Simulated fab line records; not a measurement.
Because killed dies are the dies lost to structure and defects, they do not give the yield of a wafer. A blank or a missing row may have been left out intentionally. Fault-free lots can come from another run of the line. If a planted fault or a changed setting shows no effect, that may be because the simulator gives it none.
fab line records    flow sky130
record lots=13  wafers=39  lastDay=50
route steps=708 shown NWELL@67 METAL4@630 METAL5@666 PAD_OPEN@708
lots that met no fault: from a run of the same line without faults
startH: hours from the record's opening day to when the first of the lot's shown wafers began    waitH: time in hours since the lot's previous step    " the same as in the row above    L1.1+2: a single row standing in for several wafers    - either no value or no given start    * or withheld: withheld    < > ~ a bound
route shown NAME@n: NAME is a module with steps in the file, n the number in the route of the first one    usual: mean/standard deviation of fault-free wafers    same: alike in all rows    chamber/n: place in a boat    sites: each site's reading    _std_site: the standard deviation of these    _edge_site: mean of outer sites minus mean of inner sites    radiusMm: how far each site lies from the wafer's centre    mask NAME#n: copy n    behind: the last tool/chamber to shape the wafer    hold: the reason the lot was held/the length of the hold in hours/how it ended    device: transistor that didn't switch, given as n, p or np    end of line: at the end of the route, the tests of the same wafers    a step given without rows: its recipe and nothing more    killed: count of dies lost to structure and defects at first sort (not the wafer's yield)    map: a wafer's dies, marking killed ones x, the rest . and places with no die _
set.NAME: the setting as run; set.NAME@STEP: as run at that earlier step    model.NAME: the simulator's own value behind a step, which no gauge read
route steps across a sampled set of lots; one table per step, one row per wafer
services: a tool's chamber out of use, with start hour (startH, from the record's first day; less than 0 if before it), hours out, and reason
## steps
# step SKY_NWELL_STRIP_14
# recipe chemistry=O2/N2  powerW=1400  pressureMtorr=1500  platenTempC=withheld  o2FlowSccm=3000  n2FlowSccm=300  overashFraction=0.5
# usual drypumpMotorCurrentA=5.7/0.5  oesProductAu=0.722/0.0047  stripTimeToEndpointS=36.89/0.1
lot.wafer  tool            chamber  startH  waitH  drypumpMotorCurrentA  oesProductAu  rfHoursCounterH  stripTimeToEndpointS
L162.1     plasmaAsher-02  1        83.08   0.1    5.8                   0.728         42               36.80
L162.4     "               0        "       "      6.2                   0.722         -                36.90
L162.5     "               1        "       "      5.8                   0.726         -                36.72
L163.1     plasmaAsher-03  1        88.35   0.1    4.7                   0.714         40               37.02
L163.4     "               1        "       "      4.7                   0.725         -                36.91
L163.5     "               0        "       "      5.7                   0.729         -                37.04
L165.1     plasmaAsher-02  1        104.03  0.1    5.8                   0.719         44               36.93
L165.2     "               0        "       "      6.2                   0.723         44               37.00
L165.3     "               0        "       "      6.2                   0.728         -                36.96
L166.2     plasmaAsher-02  0        109.64  0.1    6.2                   0.714         44               36.95
L166.5     "               1        "       "      5.8                   0.726         -                36.87
L166.6     "               0        "       "      6.2                   0.723         -                36.90
L167.1     plasmaAsher-02  1        113.54  0.1    5.8                   0.719         45               36.72
L167.3     "               0        "       "      6.2                   0.722         -                36.60
L167.6     "               0        "       "      6.2                   0.719         -                36.61
L168.3     plasmaAsher-02  1        122.02  0.1    5.8                   0.726         -                36.93
L168.5     "               1        "       "      5.8                   0.719         -                36.93
L168.6     "               0        "       "      6.2                   0.720         -                36.95
L170.3     plasmaAsher-02  0        133.63  0.1    6.2                   0.721         -                36.81
L170.4     "               1        "       "      5.8                   0.719         -                36.88
L170.5     "               0        "       "      6.2                   0.714         -                36.76
L180.1     plasmaAsher-02  1        187.64  0.1    5.8                   0.720         53               36.91
L180.4     "               1        "       "      5.8                   0.724         -                36.85
L180.6     "               0        "       "      6.2                   0.720         -                36.84
L181.2     plasmaAsher-02  0        194.65  0.1    6.2                   0.719         53               36.71
L181.3     "               0        "       "      6.2                   0.726         -                36.90
L181.6     "               1        "       "      5.8                   0.728         -                36.78
L182.1     plasmaAsher-01  0        201.00  0.1    5.0                   0.720         51               37.00
L182.2     "               1        "       "      5.5                   0.722         51               36.98
L182.3     "               1        "       "      5.5                   0.724         -                37.00
L183.1     plasmaAsher-02  1        207.04  0.1    5.8                   0.726         55               36.85
L183.4     "               1        "       "      5.8                   0.722         -                36.92
L183.5     "               0        "       "      6.2                   0.714         -                36.94
L184.2     plasmaAsher-03  0        214.19  0.1    5.7                   0.719         10               36.98
L184.3     "               1        "       "      4.7                   0.721         -                36.91
L184.4     "               0        "       "      5.7                   0.723         -                37.00
L185.1     plasmaAsher-03  0        220.78  0.1    5.7                   0.721         10               36.91
L185.3     "               1        "       "      4.7                   0.711         -                36.93
L185.4     "               0        "       "      5.7                   0.727         -                36.96
# step SKY_METAL4_OVL_MEAS_14
# usual METAL4_OVL=1/5.3
lot.wafer  tool        chamber  startH   waitH  METAL4_OVL[nm]
L162.1     overlay-02  -        972.33   0.1    0
L162.4     "           -        "        "      -6
L162.5     "           -        "        "      5
L163.1     overlay-01  -        978.17   0.1    7
L163.4     "           -        "        "      6
L163.5     "           -        "        "      2
L165.1     overlay-01  -        999.92   0.1    -8
L165.2     "           -        "        "      -5
L165.3     "           -        "        "      -5
L166.2     overlay-01  -        1007.34  0.1    4
L166.5     "           -        "        "      4
L166.6     "           -        "        "      9
L167.1     overlay-02  -        1008.08  0.1    7
L167.3     "           -        "        "      10
L167.6     "           -        "        "      6
L168.3     overlay-02  -        1025.05  0.1    -5
L168.5     "           -        "        "      -8
L168.6     "           -        "        "      -10
L170.3     overlay-02  -        1035.19  0.1    6
L170.4     "           -        "        "      6
L170.5     "           -        "        "      5
L180.1     overlay-02  -        1092.73  0.1    8
L180.4     "           -        "        "      2
L180.6     "           -        "        "      7
L181.2     overlay-02  -        1097.84  0.1    2
L181.3     "           -        "        "      7
L181.6     "           -        "        "      3
L182.1     overlay-02  -        1104.98  0.1    -2
L182.2     "           -        "        "      -2
L182.3     "           -        "        "      6
L183.1     overlay-02  -        1110.12  0.1    7
L183.4     "           -        "        "      1
L183.5     "           -        "        "      -4
L184.2     overlay-02  -        1116.18  0.1    6
L184.3     "           -        "        "      -5
L184.4     "           -        "        "      4
L185.1     overlay-01  -        1118.23  0.1    -1
L185.3     "           -        "        "      1
L185.4     "           -        "        "      1
# step SKY_METAL4_DESCUM_15
# recipe chemistry=O2  sourcePowerW=150  biasPowerW=0  pressureMtorr=10  tempC=40  timeS=8
# usual drypumpMotorCurrentA=5.7/0.47  oesProductAu=0.996/0.0083
lot.wafer  tool         chamber  startH   waitH  drypumpMotorCurrentA  oesProductAu  rfHoursCounterH
L162.1     rieMetal-03  1        972.37   0.0    6.4                   0.988         12
L162.4     "            1        "        "      6.4                   0.995         -
L162.5     "            0        "        "      5.5                   0.979         -
L163.1     rieMetal-03  1        978.21   0.0    6.5                   1.004         12
L163.4     "            0        "        "      5.5                   0.986         -
L163.5     "            0        "        "      5.5                   0.993         -
L165.1     rieMetal-03  0        999.96   0.0    5.5                   0.987         17
L165.2     "            1        "        "      6.4                   1.006         13
L165.3     "            0        "        "      5.5                   0.994         -
L166.2     rieMetal-04  1        1007.37  0.0    5.7                   1.000         11
L166.5     "            1        "        "      5.7                   0.982         -
L166.6     "            0        "        "      5.1                   0.992         -
L167.1     rieMetal-02  0        1008.12  0.0    6.2                   1.011         17
L167.3     "            0        "        "      6.2                   1.006         -
L167.6     "            0        "        "      6.2                   1.002         -
L168.3     rieMetal-03  1        1025.08  0.0    6.4                   1.004         -
L168.5     "            1        "        "      6.4                   1.005         -
L168.6     "            0        "        "      5.5                   0.993         -
L170.3     rieMetal-04  0        1035.23  0.0    5.1                   0.994         -
L170.4     "            1        "        "      5.7                   1.005         -
L170.5     "            1        "        "      5.7                   0.988         -
L180.1     rieMetal-02  1        1092.77  0.0    5.8                   1.006         18
L180.4     "            1        "        "      5.8                   1.007         -
L180.6     "            1        "        "      5.8                   1.002         -
L181.2     rieMetal-04  1        1097.87  0.0    5.7                   0.991         18
L181.3     "            1        "        "      5.7                   0.999         -
L181.6     "            1        "        "      5.7                   0.985         -
L182.1     rieMetal-04  0        1105.02  0.0    5.1                   0.999         23
L182.2     "            1        "        "      5.7                   0.989         18
L182.3     "            0        "        "      5.1                   0.996         -
L183.1     rieMetal-04  1        1110.16  0.0    5.7                   1.002         18
L183.4     "            1        "        "      5.7                   0.998         -
L183.5     "            0        "        "      5.1                   1.002         -
L184.2     rieMetal-03  1        1116.22  0.0    6.5                   0.997         -
L184.3     "            1        "        "      6.5                   1.005         -
L184.4     "            1        "        "      6.5                   1.004         -
L185.1     rieMetal-04  1        1118.27  0.0    5.7                   0.983         19
L185.3     "            1        "        "      5.7                   1.001         -
L185.4     "            0        "        "      5.1                   0.993         -
# step SKY_METAL5_RS_MEAS_05
# recipe thkMeasGauge=four-point-probe  reads=TiN_of_METAL5_SPUTTER_04+Ti_of_METAL5_SPUTTER_03+AlCu_of_METAL5_SPUTTER_02+TiN_of_METAL5_SPUTTER_01+Ti_of_METAL5_SPUTTER_00
# usual METAL5_ALCU_RS=0.02723/0.00025
lot.wafer  tool          chamber  startH   waitH  METAL5_ALCU_RS[ohm/sq]
L162.1     filmMetro-02  -        999.40   0.0    0.02691
L162.4     "             -        "        "      0.02695
L162.5     "             -        "        "      0.02682
L163.1     filmMetro-02  -        1005.05  0.0    0.02694
L163.4     "             -        "        "      0.02721
L163.5     "             -        "        "      0.02689
L165.1     filmMetro-03  -        1026.76  0.0    0.02718
L165.2     "             -        "        "      0.02673
L165.3     "             -        "        "      0.02725
L166.2     filmMetro-01  -        1033.65  0.0    0.02658
L166.5     "             -        "        "      0.027
L166.6     "             -        "        "      0.02712
L167.1     filmMetro-01  -        1034.09  0.0    0.0277
L167.3     "             -        "        "      0.0277
L167.6     "             -        "        "      0.02737
L168.3     filmMetro-03  -        1050.62  0.1    0.02683
L168.5     "             -        "        "      0.02661
L168.6     "             -        "        "      0.02689
L170.3     filmMetro-01  -        1059.87  0.1    0.0275
L170.4     "             -        "        "      0.02773
L170.5     "             -        "        "      0.02748
L180.1     filmMetro-03  -        1115.00  0.0    0.02721
L180.4     "             -        "        "      0.02701
L180.6     "             -        "        "      0.02734
L181.2     filmMetro-02  -        1121.96  0.0    0.02667
L181.3     "             -        "        "      0.02688
L181.6     "             -        "        "      0.02726
L182.1     filmMetro-01  -        1128.20  0.0    0.02697
L182.2     "             -        "        "      0.02743
L182.3     "             -        "        "      0.02718
L183.1     filmMetro-01  -        1132.60  0.0    0.02702
L183.4     "             -        "        "      0.02709
L183.5     "             -        "        "      0.02684
L184.2     filmMetro-02  -        1138.48  0.0    0.0276
L184.3     "             -        "        "      0.0274
L184.4     "             -        "        "      0.02734
L185.1     filmMetro-02  -        1140.62  0.0    0.02734
L185.3     "             -        "        "      0.02683
L185.4     "             -        "        "      0.02706
# step SKY_PAD_OPEN_PROBE_99
# usual killed_at_M0_to_M3=43/6.9  killed_at_M4_up=3.2/2  killedAtContacts=25/5.1  killedAtFrontEnd=15/4.5  killedAtOther=0.2/0.51  killedDies=85/9.5  killedOpen=48/6.9  killedShort=38/6.7
# same grossDies=492  killedAtBackSide=0
lot.wafer  tool       chamber  startH   waitH  killed_at_M0_to_M3  killed_at_M4_up  killedAtContacts  killedAtFrontEnd  killedAtOther  killedDies  killedOpen  killedShort
L168.3     prober-02  -        1117.76  0.2    48                  5                19                17                1              90          48          42
L168.5     prober-02  -        1117.86  0.2    38                  3                30                12                0              83          43          40
L168.6     prober-02  -        1117.91  0.2    48                  2                22                58                0              130         43          34
L170.3     prober-02  -        1124.15  0.2    36                  1                15                71                0              123         40          27
L170.4     prober-02  -        1124.20  0.2    44                  3                24                14                0              85          46          39
L170.5     prober-02  -        1124.25  0.2    45                  3                25                62                0              135         54          34
L182.1     prober-02  -        1183.37  0.1    44                  2                28                14                0              88          41          47
L182.2     prober-02  -        1183.42  0.1    37                  7                26                14                1              85          46          39
L182.3     prober-02  -        1183.47  0.2    42                  4                28                19                0              93          59          34
# killed by level:class
L168.3 VIA1:geometricParticle:open=10 CONTACT:geometricParticle:open=9 FIELD_ISO:geometricParticle:short=7 VIA2:geometricParticle:open=7 LI_CONTACT:geometricParticle:open=6 METAL1:geometricParticle:short=6 VIA2:geometricParticle:short=6 POLY_GATE:geometricParticle:open=4
L168.5 CONTACT:geometricParticle:open=9 METAL2:geometricParticle:short=7 LI_CONTACT:geometricParticle:short=6 VIA1:geometricParticle:open=6 FIELD_ISO:geometricParticle:open=5 LI_CONTACT:geometricParticle:open=5 CONTACT:geometricParticle:short=5 VIA3:geometricParticle:open=5
L168.6 NWELL:unspecified=53 VIA1:geometricParticle:open=12 METAL1:geometricParticle:short=12 CONTACT:geometricParticle:open=11 VIA2:geometricParticle:open=5 LI_CONTACT:geometricParticle:short=4 VIA3:geometricParticle:open=4 METAL2:geometricParticle:short=4
L170.3 NWELL:unspecified=56 VIA1:geometricParticle:open=10 FIELD_ISO:geometricParticle:open=7 CONTACT:geometricParticle:open=6 METAL1:geometricParticle:short=6 VIA3:geometricParticle:open=5 CONTACT:geometricParticle:short=4 METAL2:geometricParticle:short=4
L170.4 VIA1:geometricParticle:open=13 VIA2:geometricParticle:open=8 CONTACT:geometricParticle:open=7 POLY_GATE:geometricParticle:open=5 LI_CONTACT:geometricParticle:open=5 METAL2:geometricParticle:short=5 LOCAL_INTERCONNECT:geometricParticle:short=5 CONTACT:geometricParticle:short=4
L170.5 NWELL:unspecified=47 VIA1:geometricParticle:open=10 LI_CONTACT:geometricParticle:open=8 VIA3:geometricParticle:open=8 VIA2:geometricParticle:open=7 CONTACT:geometricParticle:open=6 CONTACT:geometricParticle:short=5 METAL2:geometricParticle:short=5
L182.1 VIA1:geometricParticle:open=8 CONTACT:geometricParticle:short=8 VIA1:geometricParticle:short=8 CONTACT:geometricParticle:open=7 LI_CONTACT:geometricParticle:open=6 VIA3:geometricParticle:open=6 LOCAL_INTERCONNECT:geometricParticle:short=6 METAL1:geometricParticle:short=6
L182.2 CONTACT:geometricParticle:open=10 VIA1:geometricParticle:open=9 FIELD_ISO:geometricParticle:open=6 LOCAL_INTERCONNECT:geometricParticle:short=6 METAL4:geometricParticle:short=6 VIA1:geometricParticle:short=5 VIA3:geometricParticle:open=5 LI_CONTACT:geometricParticle:open=4
L182.3 CONTACT:geometricParticle:open=16 VIA1:geometricParticle:open=9 VIA3:geometricParticle:open=6 VIA2:geometricParticle:open=6 FIELD_ISO:geometricParticle:open=5 LI_CONTACT:geometricParticle:open=5 CONTACT:geometricParticle:short=5 METAL3:geometricParticle:short=5
## services
tool            chamber  startH   hours  kind
plasmaAsher-03  -        108.75   9.0    pm
rieMetal-04     -        111.28   1.4    pm
plasmaAsher-03  -        122.81   2.5    repair
rieMetal-03     -        261.41   0.4    repair
plasmaAsher-03  -        265.75   1.4    repair
plasmaAsher-03  -        314.61   1.6    repair
rieMetal-03     -        334.07   2.8    pm
rieMetal-04     -        336.42   2.8    pm
plasmaAsher-02  -        367.86   12.4   repair
rieMetal-04     1        422.55   3.2    repair
plasmaAsher-03  -        463.79   1.7    repair
rieMetal-03     -        524.62   1.4    pm
rieMetal-04     1        633.99   5.3    repair
plasmaAsher-02  -        680.79   1.9    repair
plasmaAsher-02  -        733.75   9.0    pm
rieMetal-03     -        786.36   11.2   repair
plasmaAsher-02  -        799.38   1.9    repair
rieMetal-04     0        801.66   11.3   repair
plasmaAsher-02  -        849.75   0.4    repair
plasmaAsher-02  -        888.90   4.2    repair
rieMetal-03     -        916.14   14.6   pm
plasmaAsher-02  -        916.39   10.0   pm
rieMetal-04     1        1017.20  1.5    repair
plasmaAsher-02  -        1044.17  3.9    repair
## key
firstSign step=SKY_PAD_OPEN_PROBE_99  reading=killedAtFrontEnd  direction=up  sigmas=11  usual=15  struck=64
effect step=SKY_PAD_OPEN_PROBE_99  reading=killedDies  direction=up  sigmas=4.6  usual=85  struck=129
metAt SKY_NWELL_STRIP_14
struckLots L168,L170
struckWafers L168.6,L170.3,L170.5
testerLeftOut L168,L170
notActingAt SKY_METAL4_OVL_MEAS_14,SKY_METAL4_DESCUM_15,SKY_METAL5_RS_MEAS_05
onsetBetween 113.54 122.02
fault kind=chamberParticleSource  tool=plasmaAsher-02  chamber=0  onsetH=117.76  steps=SKY_NWELL_STRIP_14  ratePerVisitCm2=0.73031  endH=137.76
# testerLeftOut: of these lots the tester's yield and bins aren't shown, on N5 and GAA mostly nor the transistor test; their killed dies are dies lost to structure and defects alone, not to doping, threshold or leakage, so they don't give the yield
